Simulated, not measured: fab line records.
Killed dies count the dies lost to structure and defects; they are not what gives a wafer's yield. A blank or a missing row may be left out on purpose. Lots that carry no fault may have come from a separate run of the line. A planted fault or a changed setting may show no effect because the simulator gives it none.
The same fault as seen by 2 desks + flow gf180mcu + each desk holds nothing but its own numbers, with what lay behind them at the end

## FOR THE TOOL OWNER'S DESK: litho_track-01
The tool's own readings at GF_M4_SOFTBAKE_10 (time 60 s): means of the sampled wafers that have a number, for each lot that ran on this tool. Any lot whose mean is over 4 standard deviations away from the usual mean is out of limits and marked OUT; that distance is given in the brackets.
Columns: A = plate_temp_C at GF_M4_SOFTBAKE_10, usual 130.00 C; B = run_length_s at GF_M4_SOFTBAKE_10, usual 89.21 s
| lot  | first seen here | A      | B               |
|------|-----------------|--------|-----------------|
| L130 | day 22 22:11    | 130.08 | 89.09           |
| L131 | day 23 06:35    | 130.17 | 89.17           |
| L132 | day 23 12:19    | 130.13 | 89.29           |
| L133 | day 23 23:17    | 129.79 | 89.20           |
| L141 | day 27 02:44    | 130.15 | 92.14 (+23) OUT |
| L142 | day 27 10:23    | 130.10 | 92.06 (+22) OUT |
This desk's finding: out of limits on L141, L142; first on L141, day 27 02:44 (run_length_s at GF_M4_SOFTBAKE_10). Within limits: L130, L131, L132, L133.

## FROM THE METROLOGY DESK
What the gauges read, lot by lot, whatever tool the lot ran on: means of the sampled wafers that have a number. Any lot whose mean is over 4 standard deviations away from the usual mean is out of limits and marked OUT; that distance is given in the brackets.
Columns: A = V2_OVL at GF_V2_OVL_MEAS_15, usual 1 nm
| lot  | first seen here | A  |
|------|-----------------|----|
| L130 | day 20 05:48    | -1 |
| L131 | day 20 13:51    | -3 |
| L132 | day 20 21:06    | 3  |
| L133 | day 21 09:38    | -1 |
| L134 | day 22 04:34    | 2  |
| L135 | day 22 10:59    | 6  |
| L136 | day 22 17:39    | 1  |
| L141 | day 24 17:06    | -3 |
| L142 | day 25 01:23    | 3  |
| L148 | day 26 13:51    | -1 |
| L152 | day 27 14:34    | 3  |
This desk's verdict: no lot among the 11 shows anything out of limits.

## TAKEN TOGETHER
The tool owner's desk had the chance to raise an alarm at day 27 02:44 on L141, L142.
From the metrology desk's view, nothing was out of limits.
The metrology desk holds a record of L141, L142, inside its limits.
Every lot named ran GF_M4_SOFTBAKE_10 on litho_track-01.

## WHAT THE SIMULATOR HAD PUT IN
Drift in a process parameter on litho_track-01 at GF_M4_SOFTBAKE_10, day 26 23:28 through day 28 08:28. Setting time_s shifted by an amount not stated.
Lots struck among those shown: L141, L142.
Hours from the fault's start to each desk's first reading out of limits: the tool owner's desk, 3.
